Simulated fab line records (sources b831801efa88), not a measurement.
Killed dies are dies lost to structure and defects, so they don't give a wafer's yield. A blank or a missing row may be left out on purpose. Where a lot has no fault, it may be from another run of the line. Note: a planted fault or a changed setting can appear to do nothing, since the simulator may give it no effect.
Problem report in the 8D (eight disciplines) form, filled by code / flow sky130 / the parts of the form that need people (team, actions taken, sign-off) are left out

## 1. WHAT IS WRONG
Mean of run-length-s at SKY_LDD_HVN_SOFTBAKE_03: 86.63 s across 2 wafers in 2 lots; on wafers with no fault it is 89.29 s (standard deviation 0.11). That puts it -24 standard deviations away from the usual mean.
The step: time 60 s.
Seen first at day 26 17:52 on litho-track-03, wafer L952.2. Wafers with a number at this step in the record: 41, from 14 lots. The rule behind "out" and "out of limits": a value lying over 4 standard deviations away from the usual mean. All remaining wafers that have a number are taken as sound.

## 2. WHAT IT IS, WHAT IT ISN'T
question=which readings at this step | is=run-length-s, heater-power-total-W | is not=-
question=which lots | is=L952, L953 | is not=L932, L933, L934, L935, L936, L938, L939, L942, L943, L945, L954, L955
question=which wafers of those lots | is=L952.2, L953.4 | is not=L952.1, L953.3, L953.5
question=read on which tools | is=litho-track-03 | is not=litho-track-02, litho-track-04
question=when | is=from day 26 17:52 | is not=up to then (31 sound wafers); but 8 sound wafers of L953, L954, L955 came after

## 3. THE SUSPECTS, EACH WITH WHAT RULES IT OUT
Counting: if a tool at a process step up to the reading ran every lot that is out, it stays a suspect. Sound lots after the first of them don't rule it out here, since some wafers of a struck lot are sound.
- litho-track-03 at SKY_LDD_HVN_SOFTBAKE_03 (time 60 s): kept. It ran every lot that is out, first L952 (day 26 17:52); its last sound lot up to then is L945 (day 24 15:07). Its own readings are out on those wafers: heater-power-total-W, run-length-s.
The count leaves litho-track-03 at SKY_LDD_HVN_SOFTBAKE_03.

## 4. THE CAUSE (what the simulator had put in)
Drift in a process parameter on litho-track-03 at SKY_LDD_HVN_SOFTBAKE_03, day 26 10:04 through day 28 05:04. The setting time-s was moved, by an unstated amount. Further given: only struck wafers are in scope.
Counting left only this tool.

## 5. SEQUENCE OF EFFECTS, ordered by route
Each row: a reading where the mean over the struck wafers with a number is more than 3 standard deviations away from the usual. Scope: only readings with a usual standard deviation given in the record; hours: median across lots of the time from each lot's start at the first step in this table that gives one to its start at this step; sigmas: change in usual standard deviations.
hours=0; step=SKY_LDD_HVN_SOFTBAKE_03; reading=heater-power-total-W; usual=56.59 W; on struck wafers=57.60; change=+1.01; sigmas=+22
hours=0; step=SKY_LDD_HVN_SOFTBAKE_03; reading=run-length-s; usual=89.29 s; on struck wafers=86.63; change=-2.66; sigmas=-24
Process steps it contains:
- SKY_LDD_HVN_SOFTBAKE_03: time 60 s.
Readings that are blank on the struck wafers while sound wafers have them: plate-temp-C at SKY_LDD_HVN_SOFTBAKE_03.

## 6. WHAT WOULD HAVE CAUGHT IT SOONER
In this record no reading fell out of limits until day 26 17:52, 8 hours after the fault had begun at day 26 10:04.
